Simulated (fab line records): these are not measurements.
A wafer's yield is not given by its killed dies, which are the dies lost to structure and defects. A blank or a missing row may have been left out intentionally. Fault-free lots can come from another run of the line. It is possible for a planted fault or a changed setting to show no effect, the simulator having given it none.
Matching of chambers    flow sky130    cmp-01 running SKY_VIA3_CMP_02: 4 sister chambers
The step polishes SiO2. 33 wafers are shown with their chamber, then 12 later ones without.

== WAFERS WITH THEIR CHAMBER ==
wafer   chamber  motor_current_A (A)
L074.2  1        12.5
L074.4  3        12.8
L074.5  2        15.1
L075.1  3        13.5
L075.2  2        14.6
L075.4  0        11.4
L078.1  3        13.6
L078.3  1        12.3
L078.6  2        15.9
L079.1  1        12.2
L079.3  3        13.4
L079.6  2        15.0
L080.1  1        12.3
L080.3  0        11.5
L080.5  3        12.4
L081.1  0        11.4
L081.5  3        13.2
L081.6  0        11.5
L086.1  1        11.2
L086.3  0        12.0
L086.4  2        15.1
L087.2  1        12.5
L087.4  2        15.3
L087.5  2        14.4
L088.1  0        11.9
L088.2  2        15.6
L088.4  1        12.4
L090.2  3        12.6
L090.5  2        15.0
L090.6  3        13.0
L091.2  0        12.0
L091.4  2        14.7
L091.6  3        13.3

SIGNATURES (averages over the wafers above)
reading          chamber 0  chamber 1  chamber 2  chamber 3  scatter within a chamber
motor_current_A  11.671     12.200     15.070     13.089     0.413
Rule: a wafer's distance from a chamber is the root of the sum, over the readings, of the square of ((its reading less the chamber's mean) divided by the reading's scatter). The wafer belongs to the nearest chamber; if the next one is less than 2 further off, it can't be placed. The scatter: take each reading less its chamber's mean, square it, sum over the shown wafers, divide by the number of wafers less the number of chambers, and take the root.

== WAFERS WITH NO CHAMBER GIVEN ==
wafer   motor_current_A (A)
L093.3  15.0
L093.4  13.4
L093.6  14.7
L094.1  12.8
L094.3  14.3
L094.4  11.8
L096.2  13.0
L096.4  14.7
L096.6  11.9
L097.1  11.8
L097.3  15.0
L097.4  12.2

== THE CHAMBER EACH PASSED THROUGH ==
wafer   from the rows above      in truth
L093.3  2                        2
L093.4  3                        3
L093.6  2                        2
L094.1  can't be placed: 3 or 1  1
L094.3  can't be placed: 2 or 3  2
L094.4  can't be placed: 0 or 1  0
L096.2  can't be placed: 3 or 1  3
L096.4  2                        2
L096.6  can't be placed: 0 or 1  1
L097.1  can't be placed: 0 or 1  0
L097.3  2                        2
L097.4  can't be placed: 1 or 0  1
Correctly placed: 5 of 12. These rows do not allow placing 7 (true chamber among the candidates in 7). Placed wrongly: 0.
